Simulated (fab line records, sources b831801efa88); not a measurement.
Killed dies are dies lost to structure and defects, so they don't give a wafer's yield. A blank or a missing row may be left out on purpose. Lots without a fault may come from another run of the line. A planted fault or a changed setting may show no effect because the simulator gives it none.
A struck lot beside a sound one | flow sky130 | 25 steps out of a route of 708
Sound: wafers L359.1, L359.3, L359.5. Struck: wafers L350.3, L350.4, L350.5. The cause comes at the end.
At each step with rows: each side's tool, then ch and its chambers, then its first start. Under that, the readings that differ: sound wafers | struck wafers | difference of the means | sigmas: that difference in standard deviations of wafers without a fault.
alike: readings whose means differ by less than 2 such deviations, and words and numbers that are the same on both sides. not compared: withheld readings, readings that some wafer has no value for, bounds like >300 that may hide the same value, and numbers for which the record gives no deviation and whose values overlap.
The two part at a step that has a row with sigmas, a row that says differs or no value, or rows on one side only. Numbers that don't overlap but have no deviation are shown without sigmas and don't part them. A reading that every wafer of one side lacks parts them only if that side has two wafers or more.

first, 10 steps without rows for these wafers: SKY_SONOS_ONO_COAT_08 (resist thk 1140 nm); SKY_SONOS_ONO_SOFTBAKE_09 (time 60 s); SKY_SONOS_ONO_EXPOSE_10 (exposes mask ONOM, target cd 410 nm); SKY_SONOS_ONO_PEB_11; SKY_SONOS_ONO_DEVELOP_12 (develop time 60 s); SKY_SONOS_ONO_ETCH_15 (etches the open film in CHF3/O2, target depth 19.52 nm, time 7.8 s); SKY_SONOS_ONO_WET_ETCH_16 (etches SiO2 in dHF, target depth 14 nm, time 280 s); SKY_SONOS_ONO_STRIP_17 (strips in O2/N2); SKY_SONOS_ONO_WET_ETCH_18 (etches Si3N4 in H3PO4, target depth 15 nm, time 172 s); SKY_GATE_OXIDE_CLEAN_00 (cleans in SC1/SC2, time 150 s).
SKY_GATE_OXIDE_OXIDATION_01: stabilise 600 s, purge 300 s, target thk 10.268 nm.
  sound on furnace-01 ch 0, day 21 06:46; struck on furnace-02 ch 0, day 16 14:39
  reading                                           | sound               | struck               | difference | sigmas
  spike_tc_bottom_C (C)                             | 924 924 923         | 904 904 903          | -20        | -5
  spike_tc_centre_C (C)                             | 898.6 900.2 901.9   | 887.0 886.7 888.2    | -12.9      | -12
  spike_tc_lower_C (C)                              | 902.2 900.0 900.0   | 886.1 886.4 887.5    | -14.1      | -10
  spike_tc_upper_C (C)                              | 902.6 900.4 901.6   | 887.6 887.7 887.0    | -14.1      | -13
  tube_center_temp_C (C)                            | 899.9 900.05 899.96 | 888.25 888.17 888.14 | -11.78     | -99 or more
  tube_center_temp_C_max                            | 901.8 902.4 902.1   | 890.3 891.0 890.0    | -11.7      | -30
  model.SiO2_of_GATE_OXIDE_OXIDATION_01.thk_nm (nm) | 10.36 10.39 10.47   | 9.147 9.105 8.925    | -1.348     |
  alike: spike_tc_top_C
SKY_GATE_OXIDE_THK_MEAS_02:
  sound on film_metro-03, day 21 08:10; struck on film_metro-04, day 16 16:19
  reading                          | sound             | struck         | difference | sigmas
  GATE_OXIDE_OXIDATION_00_THK (nm) | 10.35 10.40 10.41 | 9.12 9.12 8.93 | -1.33      | -6
  not compared: hold
then, 9 steps without rows for these wafers: SKY_GATE_OXIDE_HMDS_04 (prime time 60 s); SKY_GATE_OXIDE_COAT_05 (resist thk 1140 nm); SKY_GATE_OXIDE_SOFTBAKE_06 (time 60 s); SKY_GATE_OXIDE_EXPOSE_07 (exposes mask LVOM, target cd 600 nm); SKY_GATE_OXIDE_PEB_08; SKY_GATE_OXIDE_DEVELOP_09 (develop time 60 s); SKY_GATE_OXIDE_IMPLANT_11; SKY_GATE_OXIDE_WET_ETCH_12 (etches SiO2 in dHF, target depth 16.8 nm, time 336 s); SKY_GATE_OXIDE_STRIP_13 (strips in O2/N2).
SKY_GATE_OXIDE_TW_MEAS_14:
  sound on film_metro-01, day 22 15:29; struck on film_metro-01, day 17 21:37
  alike: GATE_OXIDE_TW
  not compared: hold
SKY_GATE_OXIDE_OXIDATION_16: stabilise 600 s, purge 300 s, target thk 3.57 nm.
  sound on furnace-01 ch 0, day 22 15:37; struck on furnace-01 ch 0, day 18 04:01
  reading                                           | sound            | struck            | difference | sigmas
  model.SiO2_of_GATE_OXIDE_OXIDATION_01.thk_nm (nm) | 11.7 11.74 11.79 | 10.52 10.48 10.32 | -1.30      |
  alike: spike_tc_bottom_C, spike_tc_centre_C, spike_tc_lower_C, spike_tc_top_C, spike_tc_upper_C, tube_center_temp_C, tube_center_temp_C_max
then, 1 step without rows for these wafers: SKY_POLY_GATE_CVD_00 (deposits poly-Si, target thk 180 nm, time 720 s).
-- the record jumps here: 31 days lie between the struck wafers' starts before and after (it left off in module POLY_GATE and takes up again in module PAD_OPEN, whose first step shown is number 708 of the route) --
SKY_PAD_OPEN_PROBE_99:
  sound on prober-01, day 51 09:18; struck on prober-01, day 48 17:17
  reading                                | sound                        | struck                        | difference | sigmas
  model.etest.nfet_16v.r_on_ohm_um       | 1.435e+04 1.427e+04 1.44e+04 | 1.338e+04 1.349e+04 1.316e+04 | -9.967e+02 |
  model.etest.pfet_g5v0d10v5.r_on_ohm_um | 4820 4743 4837               | 4452 4502 4437                | -336       |
  model.etest.tip_sonos.rs_ohm_sq        | 2663 2668 2721               | 2343 2371 2315                | -341       |
  model.etest.nfet_g5v0d10v5.r_on_ohm_um | 1899 1892 1914               | 1782 1803 1782                | -113       |
  model.etest.nfet_g5v0d10v5.drive_ua_um | 600.5 598.2 595.3            | 658.6 662.7 672.1             | +66.5      |
  model.etest.nfet_05v0_nvt.drive_ua_um  | 574 568 567.9                | 627.5 627.5 635.4             | +60.2      |
  model.etest.pfet_g5v0d10v5.drive_ua_um | 334.6 339.4 338.1            | 373.5 371.8 379.1             | +37.4      |
  model.etest.nfet_16v.drive_ua_um       | 220.4 217.3 216.8            | 244.2 242.2 247.9             | +26.6      |
  alike: killed_at_M0_to_M3, killed_at_M4_up, killed_at_contacts, killed_at_front_end, killed_at_other, killed_dies, killed_open, killed_short

WHERE THEY PART
First at SKY_GATE_OXIDE_OXIDATION_01; last, within this record, at SKY_GATE_OXIDE_THK_MEAS_02. Later steps at which nothing parts them and some readings are alike: SKY_GATE_OXIDE_TW_MEAS_14, SKY_GATE_OXIDE_OXIDATION_16, SKY_PAD_OPEN_PROBE_99.

WHY: what the simulator had put in
Process parameter drift: furnace-02, from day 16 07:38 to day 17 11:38, at SKY_GATE_OXIDE_OXIDATION_01. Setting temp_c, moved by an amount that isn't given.
